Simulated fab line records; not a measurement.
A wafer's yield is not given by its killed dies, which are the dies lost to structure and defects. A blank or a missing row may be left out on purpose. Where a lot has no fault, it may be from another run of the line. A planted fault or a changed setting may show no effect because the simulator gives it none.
A lot that was struck, set against a sound lot ; flow sky130 ; 17 out of 708 route steps
Sound: wafers L852.1, L852.5, L852.6. Wafers L870.2, L870.4, L870.6 were the ones struck. At the end, the cause is stated.
For every step that has rows: the tool of each side, followed by ch and its chambers, followed by its first start. Under that, the readings that differ: sound wafers ; struck wafers ; difference of the means ; sigmas: that difference in standard deviations of wafers without a fault.
alike: a reading whose means differ by less than 2 such deviations, as well as words and numbers matching on both sides. not compared: withheld readings; readings where some wafer has no value; bounds like >300 that might hide an equal value; numbers whose values overlap and for which the record gives no deviation.
A row with sigmas, a row that says differs or no value, or rows on one side alone: a step with any of these is where the two part. Numbers that don't overlap but have no deviation are shown without sigmas and don't part them. A reading that every wafer of one side lacks parts them only if that side has two wafers or more.

SKY_POLY_GATE_THK_MEAS_04:
  sound on film-metro-04 at day 15 12:59; struck on film-metro-03 at day 21 18:02
  alike: POLY_GATE_CVD_03_THK
then, 8 steps without rows for these wafers: SKY_POLY_GATE_DEHYDRATE_05 (time 60 s); SKY_POLY_GATE_HMDS_06 (prime time 60 s); SKY_POLY_GATE_COAT_07 (resist thk 110 nm); SKY_POLY_GATE_COAT_08 (resist thk 450 nm); SKY_POLY_GATE_SOFTBAKE_09 (time 90 s); SKY_POLY_GATE_EXPOSE_10 (exposes mask P1M, target cd 150 nm); SKY_POLY_GATE_PEB_11; SKY_POLY_GATE_DEVELOP_12 (develop time 60 s).
SKY_POLY_GATE_CD_MEAS_13 targets a cd of 150 nm.
  sound on cd-sem-01 at day 16 16:26; struck on cd-sem-01 at day 23 00:53
  alike: cd-nm
SKY_POLY_GATE_OVL_MEAS_14:
  sound on overlay-02 at day 16 16:34; struck on overlay-02 at day 23 01:00
reading;sound;struck;difference;sigmas
POLY_GATE_OVL (nm);6 4 7;-5 -6 -4;-11;-2
SKY_POLY_GATE_ETCH_15: etches BARC in N2/H2, stops on SiO2, time 118.5 s, target depth 110 nm.
  sound on rie-diel-01 ch 0,2,3, day 16 16:35; struck on rie-diel-01 ch 0,2,3, day 23 01:02
  alike: drypump-motor-current-A, n2-flow-sccm, oes-product-au, throttle-valve-pct
  not compared: rf-hours-counter-h
SKY_POLY_GATE_ETCH_16: etches Si3N4 in CH3F/O2, stops on poly-Si, time 147.5 s, target depth 75 nm.
  sound on rie-diel-01 ch 0,2,3, day 16 16:41; struck on rie-diel-01 ch 0,2,3, day 23 01:07
reading;sound;struck;difference;sigmas
model.KrF-thick_of_POLY_GATE_COAT_08.thk-nm (nm);231.5 238.5 239.5;258.2 258.1 253.7;+20.2;
  alike: drypump-motor-current-A, oes-product-au, throttle-valve-pct
  not compared: rf-hours-counter-h
SKY_POLY_GATE_ETCH_17: etches poly-Si in HBr/Cl2, stops on SiO2, target depth 180 nm, time 70.5 s.
  sound on rie-si-01 ch 0,1,3, day 16 16:46; struck on rie-si-02 ch 0,1, day 23 01:13
reading;sound;struck;difference;sigmas
model.KrF-thick_of_POLY_GATE_COAT_08.thk-nm (nm);136.3 142.7 145;165.1 164 160.5;+21.9;
  alike: drypump-motor-current-A, oes-product-au, throttle-valve-pct
  not compared: rf-hours-counter-h
SKY_POLY_GATE_STRIP_18: strips in O2/N2.
  sound on plasma-asher-04 ch 0,1, day 16 16:50; struck on plasma-asher-01 ch 0,1, day 23 01:16
reading;sound;struck;difference;sigmas
oes-product-au (a.u.);0.356 0.364 0.356;0.374 0.374 0.367;+0.013;+3
strip-time-to-endpoint-s (s);3.13 3.19 3.22;3.45 3.43 3.40;+0.25;+6
  alike: drypump-motor-current-A, n2-flow-sccm
  not compared: rf-hours-counter-h
then, 1 step without rows for these wafers: SKY_POLY_GATE_CLEAN_19 (cleans in SC1/SC2, time 150 s).
-- record jumps: 27 days separate the struck wafers' starts on either side; left off in module POLY_GATE, taken up again in module PAD_OPEN, whose first shown step is the route's number 708 --
SKY_PAD_OPEN_PROBE_99:
  sound on prober-01 at day 46 03:39; struck on prober-01 at day 50 00:22
  alike: killed_at_M0_to_M3, killed_at_M4_up, killed-at-contacts, killed-at-front-end, killed-at-other, killed-dies, killed-on-rim, killed-open, killed-short

== WHERE THEY PART ==
Last at SKY_POLY_GATE_STRIP_18 as far as this record goes, first at SKY_POLY_GATE_OVL_MEAS_14. Later steps at which nothing parts them and some readings are alike: SKY_PAD_OPEN_PROBE_99.

WHY: what had been put in by the simulator
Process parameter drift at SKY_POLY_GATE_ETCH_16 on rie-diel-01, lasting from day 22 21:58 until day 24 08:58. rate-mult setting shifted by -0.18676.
